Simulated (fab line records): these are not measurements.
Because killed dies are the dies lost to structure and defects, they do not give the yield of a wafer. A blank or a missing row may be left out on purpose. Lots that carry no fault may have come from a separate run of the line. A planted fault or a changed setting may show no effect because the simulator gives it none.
fab line records -- flow sky130
[record] lots = 5, wafers = 15, last-day = 50
route steps=708 shown LI_CONTACT@376 LOCAL_INTERCONNECT@387 PAD_OPEN@708
lots that met no fault: from a run of the same line without faults
start-h: start of the lot's first displayed wafer, in hours after the record's first day -- wait-h: hours elapsed since this lot's preceding step -- " unchanged from the row above -- L1.1+2: a row that stands for several wafers -- - no value, or no start was given -- * or withheld: withheld -- < > ~ a bound
route shown NAME@n: NAME is a module with steps in the file, n the number in the route of the first one -- usual: mean and standard deviation over wafers with no fault -- same: alike in all rows -- chamber/n: place in a boat -- sites: each site's reading -- _std_site: standard deviation of those values -- _edge_site: the outer-site mean with the inner-site mean subtracted -- radius-mm: how far each site lies from the wafer's centre -- mask NAME#n: copy n -- behind: the last tool/chamber to shape the wafer -- hold: why the lot was held/for how many hours/how that ended -- device: transistor that didn't switch, given as n, p or np -- end of line: the route-end tests of the same wafers -- a step with no rows: only its recipe -- killed: dies that structure and defects cost at the first sort, which is not the same as the wafer's yield -- map: the dies of a wafer, with x for killed, . for not killed, _ for no die there
set.NAME: the setting as run; set.NAME@STEP: as run at that earlier step -- model.NAME: the simulator's own value behind a step, which no gauge read
lots at selected steps of the route; one table per step, one row per wafer
services: when a tool's chamber went out of use (start-h, in hours from the record's first day, below 0 if earlier), for how many hours, and the reason
[[steps]]
[step SKY_LI_CONTACT_ETCH_14]
[recipe] chemistry = N2/H2, target = BARC, ion-energy-ev = 200, source-w = 500, bias-w = 100, pressure-mtorr = 30, n2-flow-sccm = 100, h2-flow-sccm = 200, stop-on = SiO2, time-s = 45.9, target-depth-a = 600
[step SKY_LI_CONTACT_ETCH_15]
[recipe] target = PSG, chemistry = C4F8/O2/Ar, stop-on = Si, taper-deg = 4.15, mask-material = KrF-thick, source-w = 1500, bias-w = 1200, pressure-mtorr = 40, c4f8-flow-sccm = withheld, O2_flow_sccm = 6, Ar_flow_sccm = 300, time-s = withheld, target-depth-a = 6000
[step SKY_LI_CONTACT_STRIP_16]
[recipe] chemistry = O2/N2, power-w = 1400, pressure-mtorr = 1500, platen-temp-c = withheld, o2-flow-sccm = 3000, n2-flow-sccm = 300, overash-fraction = 0.5
[step SKY_LI_CONTACT_CLEAN_17]
[recipe] chemistry = NMP, time-s = 600, temp-c = 60, dry = n2-spin
[step SKY_LI_CONTACT_PRE_CLEAN_18]
[recipe] gas = Ar, time-s = 5.6, bias-v = 358
[step SKY_LI_CONTACT_SPUTTER_19]
[recipe] material = Ti, target-thk-nm = 20, chamber-pressure-pa = 5, power-w = 2500, substrate-temp-c = 200, time-s = 106.37
[step SKY_LI_CONTACT_SPUTTER_20]
[recipe] material = TiN, target-thk-nm = 20, chamber-pressure-pa = 5, power-w = 4000, time-s = 80
[step SKY_LI_CONTACT_CVD_21]
[recipe] material = W, target-thk-nm = 400, time-s = 120.56, temp-c = 400, pressure-torr = 40
[step SKY_LI_CONTACT_CMP_24]
[recipe] stop-on = PSG, t-overpolish-s = 20, down-force-psi = 3.5, platen-rpm = 60, target-thk-nm = 0, pad-velocity-m-s = 0.94248
[step SKY_LOCAL_INTERCONNECT_SPUTTER_00]
[recipe] material = TiN, target-thk-nm = 100, temp-c = 300, power-w = 6686, time-s = 83.3, chamber-pressure-pa = 0.4
[usual] susceptor-temp-C = 300.02/0.2, throttle-valve-pct = 29.5/0.95
lot.wafer,tool,chamber,start-h,wait-h,susceptor-temp-C,throttle-valve-pct,model.TiN_of_LOCAL_INTERCONNECT_SPUTTER_00.thk-nm
L957.1,pvd-sputter-03,-,745.29,0.2,-,29.2,97.95
L957.3,pvd-sputter-03,-,745.29,0.2,-,28.0,97.49
L957.4,pvd-sputter-03,-,745.29,0.2,-,30.8,98.08
L958.3,pvd-sputter-03,-,752.57,0.2,-,29.4,97.36
L958.4,pvd-sputter-03,-,752.57,0.2,-,28.1,97.09
L958.5,pvd-sputter-03,-,752.57,0.2,-,28.2,96.95
L961.1,pvd-sputter-03,-,770.95,0.2,-,30.7,98.26
L961.2,pvd-sputter-03,-,770.95,0.2,-,27.9,97.37
L961.6,pvd-sputter-03,-,770.95,0.2,-,29.4,97.48
L971.2,pvd-sputter-03,-,857.49,0.1,300.31,29.2,103.6
L971.3,pvd-sputter-03,-,857.49,0.1,300.03,30.6,103.7
L971.5,pvd-sputter-03,-,857.49,0.1,300.04,30.6,103.5
L972.1,pvd-sputter-02,-,873.13,0.2,300.51,29.1,102.9
L972.2,pvd-sputter-02,-,873.13,0.2,299.86,28.6,104.8
L972.4,pvd-sputter-02,-,873.13,0.2,300.40,29.8,103.8
[step SKY_LOCAL_INTERCONNECT_RS_MEAS_01]
[recipe] thk-meas-gauge = four-point-probe, reads = TiN_of_LOCAL_INTERCONNECT_SPUTTER_00
[usual] LOCAL_INTERCONNECT_TIN_RS = 13.81/0.19
lot.wafer,tool,chamber,start-h,wait-h,LOCAL_INTERCONNECT_TIN_RS[ohm/sq]
L957.1,film-metro-03,-,745.36,0.0,14.46
L957.3,film-metro-03,-,745.36,0.0,14.51
L957.4,film-metro-03,-,745.36,0.0,14.42
L958.3,film-metro-02,-,752.67,0.1,14.58
L958.4,film-metro-02,-,752.67,0.1,14.57
L958.5,film-metro-02,-,752.67,0.1,14.62
L961.1,film-metro-02,-,771.02,0.0,14.40
L961.2,film-metro-02,-,771.02,0.0,14.59
L961.6,film-metro-02,-,771.02,0.0,14.56
L971.2,film-metro-01,-,857.57,0.1,13.63
L971.3,film-metro-01,-,857.57,0.1,13.63
L971.5,film-metro-01,-,857.57,0.1,13.65
L972.1,film-metro-03,-,873.19,0.0,13.71
L972.2,film-metro-03,-,873.19,0.0,13.47
L972.4,film-metro-03,-,873.19,0.0,13.58
[step SKY_LOCAL_INTERCONNECT_THK_MEAS_02]
[recipe] thk-meas-gauge = xrf, reads = TiN_of_LOCAL_INTERCONNECT_SPUTTER_00
[usual] LOCAL_INTERCONNECT_TIN_THK = 101.3/1.5
lot.wafer,tool,chamber,start-h,wait-h,LOCAL_INTERCONNECT_TIN_THK[nm]
L957.1,film-metro-03,-,745.48,0.1,96.0
L957.3,film-metro-03,-,745.48,0.1,95.8
L957.4,film-metro-03,-,745.48,0.1,96.0
L958.3,film-metro-02,-,752.77,0.1,97.1
L958.4,film-metro-02,-,752.77,0.1,96.3
L958.5,film-metro-02,-,752.77,0.1,96.0
L961.1,film-metro-02,-,771.14,0.1,97.9
L961.2,film-metro-02,-,771.14,0.1,96.9
L961.6,film-metro-02,-,771.14,0.1,97.3
L971.2,film-metro-01,-,857.68,0.1,101.9
L971.3,film-metro-01,-,857.68,0.1,101.9
L971.5,film-metro-01,-,857.68,0.1,102.1
L972.1,film-metro-03,-,873.31,0.1,101.2
L972.2,film-metro-03,-,873.31,0.1,103.0
L972.4,film-metro-03,-,873.31,0.1,102.2
[step SKY_LOCAL_INTERCONNECT_DEHYDRATE_03]
[recipe] temp-c = 200, time-s = 60
[step SKY_LOCAL_INTERCONNECT_HMDS_04]
[recipe] prime-time-s = 60, prime-temp-c = 120
[step SKY_LOCAL_INTERCONNECT_COAT_05]
[recipe] resist = BARC, temp-c = withheld, time-s = withheld, spin-rpm = 3000, resist-thk-nm = 60
[step SKY_LOCAL_INTERCONNECT_COAT_06]
[recipe] resist = KrF-thick, spin-rpm = 3000, resist-thk-nm = 450
[step SKY_LOCAL_INTERCONNECT_SOFTBAKE_07]
[recipe] temp-c = 100, time-s = 90, resist = KrF-thick
[step SKY_LOCAL_INTERCONNECT_EXPOSE_08]
[recipe] mask-id = LI1M, na = 0.8, source-shape = annular, sigma-inner = 0.55, sigma-outer = 0.85, target-cd-nm = 170, dose-mj = 28
[step SKY_LOCAL_INTERCONNECT_PEB_09]
[recipe] peb-temp-c = withheld, peb-time-s = withheld, resist = KrF-thick
[step SKY_LOCAL_INTERCONNECT_DEVELOP_10]
[recipe] develop-time-s = 60, resist = KrF-thick, dev-temp-c = 21
[step SKY_LOCAL_INTERCONNECT_ETCH_13]
[recipe] chemistry = N2/H2, target = BARC, ion-energy-ev = 200, bias-w = 100, pressure-mtorr = 30, n2-flow-sccm = 100, h2-flow-sccm = 200, icp-w = 500, stop-on = SiO2, time-s = 45.9, target-depth-a = 600
[step SKY_LOCAL_INTERCONNECT_METAL_ETCH_14]
[recipe] target-depth-nm = 110, stop-on = PSG, chemistry = Cl2/BCl3, target = TiN, resist-sidewall-deg = 88, pressure-mtorr = 10, icp-w = 900, bias-w = 48.5, Cl2_flow_sccm = 60, bcl3-flow-sccm = 30, time-s = 31.4
[usual] drypump-motor-current-A = 5.6/0.52, oes-product-au = 0.954/0.0084, throttle-valve-pct = 21.893/0.0094
lot.wafer,tool,chamber,start-h,wait-h,drypump-motor-current-A,oes-product-au,rf-hours-counter-h,throttle-valve-pct,model.LOCAL_INTERCONNECT.feature-depth-nm,model.etch.depth-nm
L957.1,rie-metal-01,0,772.75,0.0,5.5,0.934,10,21.897,97.95,97.95
L957.3,rie-metal-01,1,772.75,0.0,5.8,0.927,-,21.919,97.49,97.49
L957.4,rie-metal-01,0,772.75,0.0,5.5,0.927,-,21.905,98.08,98.08
L958.3,rie-metal-01,1,779.81,0.0,5.8,0.926,-,21.911,97.36,97.36
L958.4,rie-metal-01,0,779.81,0.0,5.5,0.919,-,21.907,97.09,97.09
L958.5,rie-metal-01,1,779.81,0.0,5.8,0.928,-,21.907,96.95,96.95
L961.1,rie-metal-01,0,798.16,0.0,5.5,0.927,11,21.913,98.26,98.26
L961.2,rie-metal-01,1,798.16,0.0,5.8,0.931,10,21.901,97.37,97.37
L961.6,rie-metal-01,1,798.16,0.0,5.8,0.928,-,21.903,97.48,97.48
L971.2,rie-metal-01,1,883.86,0.0,5.8,0.959,13,21.898,103.6,103.6
L971.3,rie-metal-01,0,883.86,0.0,5.5,0.962,-,21.886,103.7,103.7
L971.5,rie-metal-01,0,883.86,0.0,5.5,0.956,-,21.899,103.5,103.5
L972.1,rie-metal-02,0,899.50,0.0,4.9,0.951,10,21.894,102.9,102.9
L972.2,rie-metal-02,1,899.50,0.0,4.9,0.968,2,21.880,104.8,104.8
L972.4,rie-metal-02,0,899.50,0.0,4.9,0.958,-,21.877,103.8,103.8
[step SKY_LOCAL_INTERCONNECT_STRIP_15]
[recipe] chemistry = O2/N2, power-w = 1400, pressure-mtorr = 1500, platen-temp-c = withheld, o2-flow-sccm = 3000, n2-flow-sccm = 300, overash-fraction = 0.5
[step SKY_LOCAL_INTERCONNECT_STRIP_16]
[recipe] chemistry = post-etch-residue-remover, time-s = 1200, temp-c = 72.5
lot.wafer,tool,chamber,start-h,wait-h,model.TiN_of_LOCAL_INTERCONNECT_SPUTTER_00.thk-nm
L957.1,wet-bench-02,0,772.90,0.1,97.54
L957.3,wet-bench-02,0,772.90,0.1,97.08
L957.4,wet-bench-02,0,772.90,0.1,97.66
L958.3,wet-bench-04,2,779.94,0.0,96.94
L958.4,wet-bench-04,2,779.94,0.0,96.67
L958.5,wet-bench-04,2,779.94,0.0,96.53
L961.1,wet-bench-02,1,798.31,0.1,97.83
L961.2,wet-bench-02,1,798.31,0.1,96.94
L961.6,wet-bench-02,1,798.31,0.1,97.06
L971.2,wet-bench-03,1,884.01,0.1,103.2
L971.3,wet-bench-03,1,884.01,0.1,103.3
L971.5,wet-bench-03,1,884.01,0.1,103
L972.1,wet-bench-03,0,899.65,0.1,102.5
L972.2,wet-bench-03,0,899.65,0.1,104.4
L972.4,wet-bench-03,0,899.65,0.1,103.4
[step SKY_LOCAL_INTERCONNECT_CLEAN_17]
[recipe] chemistry = IPA, time-s = 180, temp-c = 25
[step SKY_PAD_OPEN_PROBE_99]
[usual] killed_at_M0_to_M3 = 45/6.8, killed_at_M4_up = 3.1/2, killed-at-contacts = 23/5.2, killed-at-front-end = 14/3.7, killed-at-other = 0.3/0.61, killed-dies = 86/9, killed-open = 46/6.9, killed-short = 39/6.4
[same] gross-dies = 492, killed-at-back-side = 0
lot.wafer,tool,chamber,start-h,wait-h,killed_at_M0_to_M3,killed_at_M4_up,killed-at-contacts,killed-at-front-end,killed-at-other,killed-dies,killed-open,killed-short,model.etest.res-li.line-ohm-um,model.etest.res-li.rs-ohm-sq
L957.1,prober-01,-,1120.81,0.1,44,1,18,13,0,76,51,25,78.52,13.39
L957.3,prober-01,-,1120.91,0.2,40,1,23,17,0,81,38,43,79.57,13.43
L957.4,prober-01,-,1120.96,0.2,42,1,26,15,2,86,44,42,78.42,13.38
L958.3,prober-02,-,1127.39,0.2,43,3,25,16,0,87,37,50,78.12,13.46
L958.4,prober-02,-,1127.44,0.2,48,6,18,17,0,89,44,45,78.55,13.46
L958.5,prober-02,-,1127.49,0.2,39,3,20,13,2,77,43,34,77.8,13.51
L961.1,prober-01,-,1141.25,0.1,36,4,24,17,0,81,37,43,79.79,13.35
L961.2,prober-01,-,1141.30,0.1,42,4,21,11,1,79,41,38,80.18,13.44
L961.6,prober-01,-,1141.50,0.2,45,3,23,12,1,84,34,50,80.05,13.51
L971.2,prober-02,-,1199.11,0.1,42,5,17,16,0,80,44,36,75.02,12.56
L971.3,prober-02,-,1199.16,0.2,49,4,21,18,2,94,54,40,74.05,12.61
L971.5,prober-02,-,1199.26,0.2,46,6,23,15,1,91,48,43,74.11,12.62
L972.1,prober-02,-,1209.11,0.1,41,5,21,12,1,80,44,36,75.26,12.7
L972.2,prober-02,-,1209.16,0.1,45,4,27,13,0,89,57,31,72.64,12.46
L972.4,prober-02,-,1209.26,0.2,57,4,25,16,0,102,49,52,73.46,12.61
// killed by level:class
L957.1 VIA1:geometric-particle:open=13 VIA2:geometric-particle:open=9 CONTACT:geometric-particle:open=6 VIA3:geometric-particle:open=5 FIELD_ISO:geometric-particle:open=4 LI_CONTACT:geometric-particle:open=4 VIA2:geometric-particle:short=4 FIELD_ISO:geometric-particle:short=3
L957.3 VIA1:geometric-particle:open=7 POLY_GATE:geometric-particle:short=6 LI_CONTACT:geometric-particle:open=6 CONTACT:geometric-particle:open=6 METAL1:geometric-particle:short=6 METAL2:geometric-particle:short=6 VIA2:geometric-particle:open=6 FIELD_ISO:geometric-particle:short=4
L957.4 CONTACT:geometric-particle:open=13 VIA1:geometric-particle:open=7 FIELD_ISO:geometric-particle:short=6 VIA2:geometric-particle:open=6 VIA1:geometric-particle:short=6 VIA3:geometric-particle:open=6 LOCAL_INTERCONNECT:geometric-particle:short=5 METAL2:geometric-particle:short=5
L958.3 CONTACT:geometric-particle:open=10 VIA1:geometric-particle:short=10 VIA1:geometric-particle:open=9 METAL2:geometric-particle:short=7 METAL1:geometric-particle:short=6 LOCAL_INTERCONNECT:geometric-particle:short=5 FIELD_ISO:geometric-particle:short=4 POLY_GATE:geometric-particle:open=4
L958.4 CONTACT:geometric-particle:open=11 VIA2:geometric-particle:short=10 METAL1:geometric-particle:short=9 FIELD_ISO:geometric-particle:open=7 VIA1:geometric-particle:open=7 LI_CONTACT:geometric-particle:open=5 METAL2:geometric-particle:short=5 FIELD_ISO:geometric-particle:short=4
L958.5 VIA1:geometric-particle:open=8 VIA3:geometric-particle:open=7 CONTACT:geometric-particle:open=7 LOCAL_INTERCONNECT:geometric-particle:short=6 LI_CONTACT:geometric-particle:open=5 METAL1:geometric-particle:short=5 VIA2:geometric-particle:short=5 VIA2:geometric-particle:open=5
L961.1 CONTACT:geometric-particle:open=9 VIA2:geometric-particle:open=8 FIELD_ISO:geometric-particle:short=6 LI_CONTACT:geometric-particle:open=6 CONTACT:geometric-particle:short=6 VIA1:geometric-particle:open=6 VIA1:geometric-particle:short=5 POLY_GATE:geometric-particle:short=5
L961.2 VIA1:geometric-particle:open=11 METAL2:geometric-particle:short=7 CONTACT:geometric-particle:open=6 VIA2:geometric-particle:open=6 FIELD_ISO:geometric-particle:short=5 LI_CONTACT:geometric-particle:open=5 VIA1:geometric-particle:short=5 LOCAL_INTERCONNECT:geometric-particle:short=4
L961.6 METAL1:geometric-particle:short=11 CONTACT:geometric-particle:short=7 LI_CONTACT:geometric-particle:open=7 VIA1:geometric-particle:open=7 VIA1:geometric-particle:short=6 METAL2:geometric-particle:short=6 LOCAL_INTERCONNECT:geometric-particle:short=5 FIELD_ISO:geometric-particle:open=4
L971.2 VIA1:geometric-particle:open=8 METAL2:geometric-particle:short=7 CONTACT:geometric-particle:open=7 VIA3:geometric-particle:open=7 POLY_GATE:geometric-particle:open=6 LI_CONTACT:geometric-particle:open=6 VIA1:geometric-particle:short=5 FIELD_ISO:geometric-particle:short=4
L971.3 VIA1:geometric-particle:open=12 VIA3:geometric-particle:open=9 LI_CONTACT:geometric-particle:open=8 METAL2:geometric-particle:short=7 VIA1:geometric-particle:short=6 FIELD_ISO:geometric-particle:open=5 VIA2:geometric-particle:open=5 CONTACT:geometric-particle:open=5
L971.5 VIA1:geometric-particle:open=12 LI_CONTACT:geometric-particle:open=8 VIA3:geometric-particle:open=8 CONTACT:geometric-particle:open=6 METAL2:geometric-particle:short=6 METAL1:geometric-particle:short=5 FIELD_ISO:geometric-particle:open=4 VIA2:geometric-particle:short=4
L972.1 LI_CONTACT:geometric-particle:open=12 VIA3:geometric-particle:open=10 VIA2:geometric-particle:short=7 VIA1:geometric-particle:open=7 VIA3:geometric-particle:short=5 CONTACT:geometric-particle:open=4 METAL2:geometric-particle:short=4 FIELD_ISO:geometric-particle:open=3
L972.2 VIA3:geometric-particle:open=12 CONTACT:geometric-particle:open=11 VIA1:geometric-particle:open=11 FIELD_ISO:geometric-particle:open=6 LI_CONTACT:geometric-particle:open=6 LOCAL_INTERCONNECT:geometric-particle:short=5 VIA1:geometric-particle:short=5 VIA2:geometric-particle:open=5
L972.4 METAL2:geometric-particle:short=11 VIA1:geometric-particle:open=10 VIA2:geometric-particle:open=9 CONTACT:geometric-particle:open=8 VIA3:geometric-particle:open=7 FIELD_ISO:geometric-particle:short=5 LI_CONTACT:geometric-particle:open=5 LI_CONTACT:geometric-particle:short=5
[[services]]
tool,chamber,start-h,hours,kind
rie-metal-02,-,772.59,1.4,pm
wet-bench-03,-,782.41,1.9,pm
rie-metal-02,1,788.44,-,clean
rie-metal-02,1,788.44,36.4,scheduled-down
rie-metal-02,1,788.44,36.4,vent-cycle
pvd-sputter-02,3,793.53,-,consumable-replace:kit
pvd-sputter-02,3,793.53,18.0,scheduled-down
pvd-sputter-02,3,793.53,18.0,vent-cycle
wet-bench-02,-,817.60,1.5,repair
pvd-sputter-03,3,832.59,-,consumable-replace:kit
pvd-sputter-03,3,832.59,18.0,scheduled-down
pvd-sputter-03,3,832.59,18.0,vent-cycle
rie-metal-02,1,860.80,12.3,repair
[[key]]
[first-sign] step = SKY_LOCAL_INTERCONNECT_RS_MEAS_01, reading = LOCAL_INTERCONNECT_TIN_RS, direction = up, sigmas = 3.7, usual = 13.81, struck = 14.52
[effect] step = SKY_LOCAL_INTERCONNECT_THK_MEAS_02, reading = LOCAL_INTERCONNECT_TIN_THK, direction = down, sigmas = 3.2, usual = 101.3, struck = 96.6
[effect] step = SKY_LOCAL_INTERCONNECT_METAL_ETCH_14, reading = oes-product-au, direction = down, sigmas = 3.1, usual = 0.954, struck = 0.928
[model-effect] step = SKY_LOCAL_INTERCONNECT_SPUTTER_00, value = TiN_of_LOCAL_INTERCONNECT_SPUTTER_00.thk-nm, without = 102.3, struck = 97.56
[model-effect] step = SKY_LOCAL_INTERCONNECT_METAL_ETCH_14, value = LOCAL_INTERCONNECT.feature-depth-nm, without = 102.3, struck = 97.56
[model-effect] step = SKY_LOCAL_INTERCONNECT_STRIP_16, value = TiN_of_LOCAL_INTERCONNECT_SPUTTER_00.thk-nm, without = 101.9, struck = 97.14
[model-effect] step = SKY_PAD_OPEN_PROBE_99, value = etest.res-li.line-ohm-um, without = 75.25, struck = 79
met-at SKY_LOCAL_INTERCONNECT_SPUTTER_00
struck-wafers L957.1,L957.3,L957.4,L958.3,L958.4,L958.5,L961.1,L961.2,L961.6
tester-left-out L957,L958,L961
[fault] kind = process-parameter-drift, tool = pvd-sputter-03, chamber = -, onset-h = 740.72, steps = SKY_LOCAL_INTERCONNECT_SPUTTER_00, channel = time-s, offset = *, shape = step, end-h = 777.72, acts-in = *, stated = *
// tester-left-out: of these lots the tester's yield and bins aren't shown, on N5 and GAA mostly nor the transistor test; their killed dies are dies lost to structure and defects alone, not to doping, threshold or leakage, so they don't give the yield
